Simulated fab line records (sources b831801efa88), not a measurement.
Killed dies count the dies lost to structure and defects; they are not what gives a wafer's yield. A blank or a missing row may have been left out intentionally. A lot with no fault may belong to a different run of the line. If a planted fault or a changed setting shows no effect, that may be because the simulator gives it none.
The same fault as seen by 2 desks | flow gf180mcu | what lay behind the numbers comes last; until then each desk has only its own

== FROM THE METROLOGY DESK ==
What the gauges read for every lot (on any tool): the sampled wafers with a number, averaged. Any lot whose mean is over 4 standard deviations away from the usual mean is out of limits and marked OUT; that distance is given in the brackets.
Columns: A = V3_OVL at GF_V3_OVL_MEAS_15, usual 2 nm; B = V3_W_RS at GF_V3_RS_MEAS_24, usual 0.327 ohm/sq; C = V3_W_THK at GF_V3_THK_MEAS_25, usual 355 nm; D = cd-nm at GF_M4_CD_MEAS_14, usual 280.5 nm
lot  | first seen here | A  | B               | C             | D
L833 | day 22 13:57    | 4  | 0.330           | 354           | 280.4
L834 | day 22 18:02    | 14 | 0.322           | 363           | 280.4
L836 | day 23 14:11    | 7  | 0.330           | 351           | 279.7
L838 | day 24 10:23    | 2  | 0.332           | 351           | 281.4
L839 | day 24 18:13    | -2 | 0.325           | 360           | 278.6
L842 | day 25 16:40    | 4  | 0.330           | 350           | 281.2
L845 | day 26 17:41    | 0  | 0.406 (+26) OUT | 308 (-10) OUT | 278.5
L847 | day 27 06:32    | 1  | 0.496 (+56) OUT | 252 (-22) OUT | 282.7
L852 | day 28 16:46    | -5 | 0.327           | 351           | 280.7
L854 | day 29 06:41    | -6 | 0.328           | 349           | 281.5
L856 | day 29 19:24    | 2  | 0.324           | 355           | 279.7
Per this desk, out of limits: L845, L847; the first was L845, day 26 18:56 (V3_W_RS at GF_V3_RS_MEAS_24). L833, L834, L836, L838, L839, L842, L852, L854, L856 stayed within limits.

== TOOL OWNER'S DESK, cvd-w-01 ==
The tool's own readings at GF_V3_CVD_23 (deposits W, target thk 350 nm, time 104.9 s): means of the sampled wafers that have a number, for each lot that ran on this tool. Any lot whose mean is over 4 standard deviations away from the usual mean is out of limits and marked OUT; that distance is given in the brackets.
Columns: A = heater-power-w at GF_V3_CVD_23, usual 883 W
lot  | first seen here | A
L833 | day 22 14:46    | 812
L836 | day 23 15:01    | 813
L838 | day 24 11:34    | 746
L842 | day 25 17:28    | 873
L845 | day 26 18:50    | 762
L847 | day 27 07:20    | 800
This desk's finding: nothing out of limits on any of the 6 lots.

== PUT TOGETHER ==
At day 26 18:56 the metrology desk could have sounded an alarm, on L845, L847.
Nothing out of limits was seen by the tool owner's desk.
On record at the tool owner's desk: L845, L847, within its limits.
Of the lots named, all ran GF_V3_CVD_23 on cvd-w-01.

== WHAT THE SIMULATOR PUT IN ==
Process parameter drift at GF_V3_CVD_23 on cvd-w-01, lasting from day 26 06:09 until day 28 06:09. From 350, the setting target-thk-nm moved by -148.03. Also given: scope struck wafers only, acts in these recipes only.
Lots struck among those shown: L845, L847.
Delay in hours, fault start to first out-of-limits reading, per desk: metrology desk 13.
